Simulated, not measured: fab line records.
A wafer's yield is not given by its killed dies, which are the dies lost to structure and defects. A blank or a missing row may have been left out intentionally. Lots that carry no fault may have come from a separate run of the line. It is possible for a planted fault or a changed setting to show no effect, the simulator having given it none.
Matching of chambers || flow sky130 || 4 sister chambers for SKY_LI_CONTACT_CMP_24 on cmp-02
The step polishes, stops on PSG, t overpolish 20 s, target thk 0 nm. 27 wafers are shown with their chamber, then 12 later ones without.

## EACH WAFER AND ITS CHAMBER
{"wafer": "L075.3", "chamber": 2, "motor current A (A)": 9.3, "time to endpoint s (s)": 97, "platen rpm (rpm)": 60.03}
{"wafer": "L075.5", "chamber": 2, "motor current A (A)": 9.0, "time to endpoint s (s)": 91, "platen rpm (rpm)": 59.98}
{"wafer": "L075.6", "chamber": 1, "motor current A (A)": 10.9, "time to endpoint s (s)": 93, "platen rpm (rpm)": 60.07}
{"wafer": "L076.1", "chamber": 2, "motor current A (A)": 9.8, "time to endpoint s (s)": 92, "platen rpm (rpm)": 59.98}
{"wafer": "L076.2", "chamber": 3, "motor current A (A)": 12.2, "time to endpoint s (s)": 99, "platen rpm (rpm)": 60.00}
{"wafer": "L076.3", "chamber": 1, "motor current A (A)": 11.1, "time to endpoint s (s)": 89, "platen rpm (rpm)": 59.98}
{"wafer": "L077.1", "chamber": 1, "motor current A (A)": 10.7, "time to endpoint s (s)": 95, "platen rpm (rpm)": 59.96}
{"wafer": "L077.3", "chamber": 0, "motor current A (A)": 10.6, "time to endpoint s (s)": 96, "platen rpm (rpm)": 59.98}
{"wafer": "L077.6", "chamber": 0, "motor current A (A)": 10.3, "time to endpoint s (s)": 96, "platen rpm (rpm)": 59.94}
{"wafer": "L078.1", "chamber": 3, "motor current A (A)": 12.7, "time to endpoint s (s)": 102, "platen rpm (rpm)": 60.03}
{"wafer": "L078.2", "chamber": 1, "motor current A (A)": 10.5, "time to endpoint s (s)": 89, "platen rpm (rpm)": 60.02}
{"wafer": "L078.6", "chamber": 2, "motor current A (A)": 9.8, "time to endpoint s (s)": 91, "platen rpm (rpm)": 59.93}
{"wafer": "L079.1", "chamber": 1, "motor current A (A)": 12.1, "time to endpoint s (s)": 93, "platen rpm (rpm)": 59.98}
{"wafer": "L079.4", "chamber": 3, "motor current A (A)": 12.7, "time to endpoint s (s)": 101, "platen rpm (rpm)": 60.02}
{"wafer": "L079.6", "chamber": 2, "motor current A (A)": 9.6, "time to endpoint s (s)": 89, "platen rpm (rpm)": 60.03}
{"wafer": "L080.1", "chamber": 2, "motor current A (A)": 9.1, "time to endpoint s (s)": 100, "platen rpm (rpm)": 59.98}
{"wafer": "L080.3", "chamber": 1, "motor current A (A)": 11.0, "time to endpoint s (s)": 96, "platen rpm (rpm)": 60.01}
{"wafer": "L080.5", "chamber": 0, "motor current A (A)": 10.2, "time to endpoint s (s)": 99, "platen rpm (rpm)": 60.01}
{"wafer": "L081.3", "chamber": 0, "motor current A (A)": 10.9, "time to endpoint s (s)": 94, "platen rpm (rpm)": 59.94}
{"wafer": "L081.4", "chamber": 2, "motor current A (A)": 9.4, "time to endpoint s (s)": 95, "platen rpm (rpm)": 59.97}
{"wafer": "L081.6", "chamber": 1, "motor current A (A)": 10.6, "time to endpoint s (s)": 89, "platen rpm (rpm)": 60.04}
{"wafer": "L082.1", "chamber": 0, "motor current A (A)": 10.3, "time to endpoint s (s)": 98, "platen rpm (rpm)": 59.96}
{"wafer": "L082.4", "chamber": 3, "motor current A (A)": 12.6, "time to endpoint s (s)": 103, "platen rpm (rpm)": 60.03}
{"wafer": "L082.5", "chamber": 1, "motor current A (A)": 10.8, "time to endpoint s (s)": 94, "platen rpm (rpm)": 59.98}
{"wafer": "L084.2", "chamber": 0, "motor current A (A)": 10.0, "time to endpoint s (s)": 98, "platen rpm (rpm)": 60.02}
{"wafer": "L084.5", "chamber": 3, "motor current A (A)": 13.1, "time to endpoint s (s)": 105, "platen rpm (rpm)": 60.04}
{"wafer": "L084.6", "chamber": 0, "motor current A (A)": 10.8, "time to endpoint s (s)": 95, "platen rpm (rpm)": 60.02}

SIGNATURES (means of the wafers above)
{"reading": "motor current A", "chamber 0": 10.443, "chamber 1": 10.963, "chamber 2": 9.429, "chamber 3": 12.660, "scatter within a chamber": 0.387}
{"reading": "time to endpoint s", "chamber 0": 96.57, "chamber 1": 92.25, "chamber 2": 93.57, "chamber 3": 102.00, "scatter within a chamber": 2.87}
{"reading": "platen rpm", "chamber 0": 59.9814, "chamber 1": 60.0050, "chamber 2": 59.9857, "chamber 3": 60.0240, "scatter within a chamber": 0.0333}
Rule: distance of a wafer from a chamber = root of the sum over the readings of ((wafer's reading minus chamber's mean) / reading's scatter) squared. The wafer belongs to the nearest chamber; if the next one is less than 2 further off, it can't be placed. The scatter: take each reading less its chamber's mean, square it, sum over the shown wafers, divide by the number of wafers less the number of chambers, and take the root.

## WAFERS WITHOUT THEIR CHAMBER
{"wafer": "L087.1", "motor current A (A)": 12.9, "time to endpoint s (s)": 107, "platen rpm (rpm)": 60.05}
{"wafer": "L087.2", "motor current A (A)": 10.1, "time to endpoint s (s)": 100, "platen rpm (rpm)": 59.97}
{"wafer": "L087.5", "motor current A (A)": 12.3, "time to endpoint s (s)": 107, "platen rpm (rpm)": 60.04}
{"wafer": "L091.2", "motor current A (A)": 11.0, "time to endpoint s (s)": 92, "platen rpm (rpm)": 60.01}
{"wafer": "L091.5", "motor current A (A)": 9.7, "time to endpoint s (s)": 95, "platen rpm (rpm)": 59.93}
{"wafer": "L091.6", "motor current A (A)": 12.2, "time to endpoint s (s)": 105, "platen rpm (rpm)": 59.99}
{"wafer": "L094.3", "motor current A (A)": 11.8, "time to endpoint s (s)": 91, "platen rpm (rpm)": 59.98}
{"wafer": "L094.4", "motor current A (A)": 12.5, "time to endpoint s (s)": 105, "platen rpm (rpm)": 60.01}
{"wafer": "L094.5", "motor current A (A)": 10.5, "time to endpoint s (s)": 98, "platen rpm (rpm)": 59.99}
{"wafer": "L097.1", "motor current A (A)": 9.9, "time to endpoint s (s)": 96, "platen rpm (rpm)": 59.98}
{"wafer": "L097.3", "motor current A (A)": 11.3, "time to endpoint s (s)": 94, "platen rpm (rpm)": 59.98}
{"wafer": "L097.4", "motor current A (A)": 10.3, "time to endpoint s (s)": 94, "platen rpm (rpm)": 59.99}

## THE CHAMBER EACH PASSED THROUGH
{"wafer": "L087.1", "from the rows above": 3, "in truth": 3}
{"wafer": "L087.2", "from the rows above": "can't be placed: 0 or 2", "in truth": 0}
{"wafer": "L087.5", "from the rows above": 3, "in truth": 3}
{"wafer": "L091.2", "from the rows above": 1, "in truth": 1}
{"wafer": "L091.5", "from the rows above": "can't be placed: 2 or 0", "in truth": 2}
{"wafer": "L091.6", "from the rows above": 3, "in truth": 3}
{"wafer": "L094.3", "from the rows above": "can't be placed: 1 or 0", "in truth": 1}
{"wafer": "L094.4", "from the rows above": 3, "in truth": 3}
{"wafer": "L094.5", "from the rows above": "can't be placed: 0 or 1", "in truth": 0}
{"wafer": "L097.1", "from the rows above": "can't be placed: 0 or 2 or 1", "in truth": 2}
{"wafer": "L097.3", "from the rows above": "can't be placed: 1 or 0", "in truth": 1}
{"wafer": "L097.4", "from the rows above": "can't be placed: 0 or 1 or 2", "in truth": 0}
Correct placement for 5 of the 12. Cannot be placed on the basis of these rows: 7; the candidates contain the true chamber in 7. Wrongly placed: 0.
